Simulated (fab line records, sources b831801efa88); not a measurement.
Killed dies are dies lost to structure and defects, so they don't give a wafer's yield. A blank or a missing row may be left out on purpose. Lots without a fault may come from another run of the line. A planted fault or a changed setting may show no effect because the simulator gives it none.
A sampling plan put to the test | flow gf180mcu | one fab line, 16 faults that these records tell of, each judged on the records of the lots that it struck
The plan is the line's own looks: the steps of the route at which a gauge or an inspection reads the wafer and doesn't change it. A look can be judged if struck wafers have a number there and the file gives its usual mean and standard deviation on fault-free wafers. Caught: at a look after the fault's first step, the mean of the struck wafers lies 4 or more of those standard deviations (sigma) from the usual mean. On the tool: the same test on the tool's own readings at the fault's steps. Another recipe on the struck wafers, or a record that is blank for them alone, also counts as caught.

THE FAULTS, as the simulator had put them in
1. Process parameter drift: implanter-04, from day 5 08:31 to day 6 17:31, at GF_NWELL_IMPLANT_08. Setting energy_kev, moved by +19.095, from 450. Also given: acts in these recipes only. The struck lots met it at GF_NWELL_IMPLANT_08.
2. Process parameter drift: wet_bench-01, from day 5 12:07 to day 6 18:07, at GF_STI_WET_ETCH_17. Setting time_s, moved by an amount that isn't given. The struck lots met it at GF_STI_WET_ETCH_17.
3. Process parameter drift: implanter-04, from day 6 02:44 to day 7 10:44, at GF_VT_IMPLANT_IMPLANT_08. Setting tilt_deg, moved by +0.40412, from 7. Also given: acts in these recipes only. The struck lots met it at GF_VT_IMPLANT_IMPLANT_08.
4. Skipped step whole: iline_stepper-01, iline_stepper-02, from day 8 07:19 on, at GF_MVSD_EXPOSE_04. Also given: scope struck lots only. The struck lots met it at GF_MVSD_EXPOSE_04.
5. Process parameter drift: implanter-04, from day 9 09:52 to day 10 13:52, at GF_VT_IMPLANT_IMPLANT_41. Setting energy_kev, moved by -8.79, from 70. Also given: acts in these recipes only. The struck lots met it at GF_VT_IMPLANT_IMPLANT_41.
6. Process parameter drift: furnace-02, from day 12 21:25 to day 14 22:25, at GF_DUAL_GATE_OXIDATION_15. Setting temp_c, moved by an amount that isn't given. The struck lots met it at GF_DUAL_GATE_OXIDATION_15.
7. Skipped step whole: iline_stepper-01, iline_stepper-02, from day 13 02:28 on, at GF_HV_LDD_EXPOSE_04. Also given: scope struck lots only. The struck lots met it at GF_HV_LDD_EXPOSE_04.
8. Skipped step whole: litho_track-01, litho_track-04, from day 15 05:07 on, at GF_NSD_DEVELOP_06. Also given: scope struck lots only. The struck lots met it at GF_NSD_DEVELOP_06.
9. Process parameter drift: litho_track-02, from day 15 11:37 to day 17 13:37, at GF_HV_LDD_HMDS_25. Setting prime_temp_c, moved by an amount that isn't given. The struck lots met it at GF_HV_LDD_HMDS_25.
10. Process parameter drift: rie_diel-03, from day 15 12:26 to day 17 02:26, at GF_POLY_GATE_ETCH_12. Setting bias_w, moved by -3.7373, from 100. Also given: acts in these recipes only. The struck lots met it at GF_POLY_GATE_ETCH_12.
11. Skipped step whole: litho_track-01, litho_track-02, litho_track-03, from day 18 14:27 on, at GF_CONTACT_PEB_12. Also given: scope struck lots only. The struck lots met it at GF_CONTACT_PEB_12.
12. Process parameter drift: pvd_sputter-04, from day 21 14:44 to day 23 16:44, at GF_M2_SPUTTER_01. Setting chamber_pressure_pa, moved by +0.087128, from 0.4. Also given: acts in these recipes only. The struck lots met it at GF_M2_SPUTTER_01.
13. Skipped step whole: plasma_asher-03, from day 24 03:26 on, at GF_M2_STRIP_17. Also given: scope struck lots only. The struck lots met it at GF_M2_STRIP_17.
14. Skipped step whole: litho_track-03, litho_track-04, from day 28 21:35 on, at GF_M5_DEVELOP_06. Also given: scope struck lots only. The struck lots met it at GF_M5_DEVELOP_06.
15. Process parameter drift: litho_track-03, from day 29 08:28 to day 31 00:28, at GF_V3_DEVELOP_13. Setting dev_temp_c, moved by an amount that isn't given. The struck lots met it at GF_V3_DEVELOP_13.
16. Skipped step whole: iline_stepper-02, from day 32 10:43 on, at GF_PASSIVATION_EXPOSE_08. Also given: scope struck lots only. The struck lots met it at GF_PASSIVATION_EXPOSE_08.

WHAT THE PLAN SAW
fault | on the tool itself                               | first look that catches it                      | reading, sigma | median hours from its first step to that look | hours from the fault's start to the first struck lot there | judged looks passed uncaught
1     | beam_energy_keV +99 or beyond sigma              | none of the 3 looks that can be judged after it | -              | -                                             | -                                                          | 3
2     | run_length_s +6.4 sigma                          | none of the 3 looks that can be judged after it | -              | -                                             | -                                                          | 3
3     | tilt_deg +18 sigma                               | not the one look that can be judged after it    | -              | -                                             | -                                                          | 1
4     | no reading that can be judged                    | no look after it can be judged                  | -              | -                                             | -                                                          | 0
5     | beam_energy_keV -99 or beyond sigma              | no look after it can be judged                  | -              | -                                             | -                                                          | 0
6     | spike_tc_centre_C -21 sigma                      | no look after it can be judged                  | -              | -                                             | -                                                          | 0
7     | no reading that can be judged                    | no look after it can be judged                  | -              | -                                             | -                                                          | 0
8     | the tool's record is blank for the struck wafers | no look after it can be judged                  | -              | -                                             | -                                                          | 0
9     | prime_temp_c -27 sigma                           | none of the 2 looks that can be judged after it | -              | -                                             | -                                                          | 2
10    | bias_w -12 sigma                                 | none of the 3 looks that can be judged after it | -              | -                                             | -                                                          | 3
11    | the tool's record is blank for the struck wafers | no look after it can be judged                  | -              | -                                             | -                                                          | 0
12    | chamber_pressure_pa +98 sigma                    | not the one look that can be judged after it    | -              | -                                             | -                                                          | 1
13    | the tool's record is blank for the struck wafers | not the one look that can be judged after it    | -              | -                                             | -                                                          | 1
14    | the tool's record is blank for the struck wafers | no look after it can be judged                  | -              | -                                             | -                                                          | 0
15    | developer_temp_C -8.7 sigma                      | not the one look that can be judged after it    | -              | -                                             | -                                                          | 1
16    | no reading that can be judged                    | no look after it can be judged                  | -              | -                                             | -                                                          | 0
A dash: the fault isn't caught, or these records don't give the number.

Caught at a look: 0 of 16. Caught on the tool: 13 of 16. By one or the other: 13 of 16.
Caught on the tool alone: faults 1, 2, 3, 5, 6, 8, 9, 10, 11, 12, 13, 14, 15.
Caught by neither: faults 4, 7, 16.
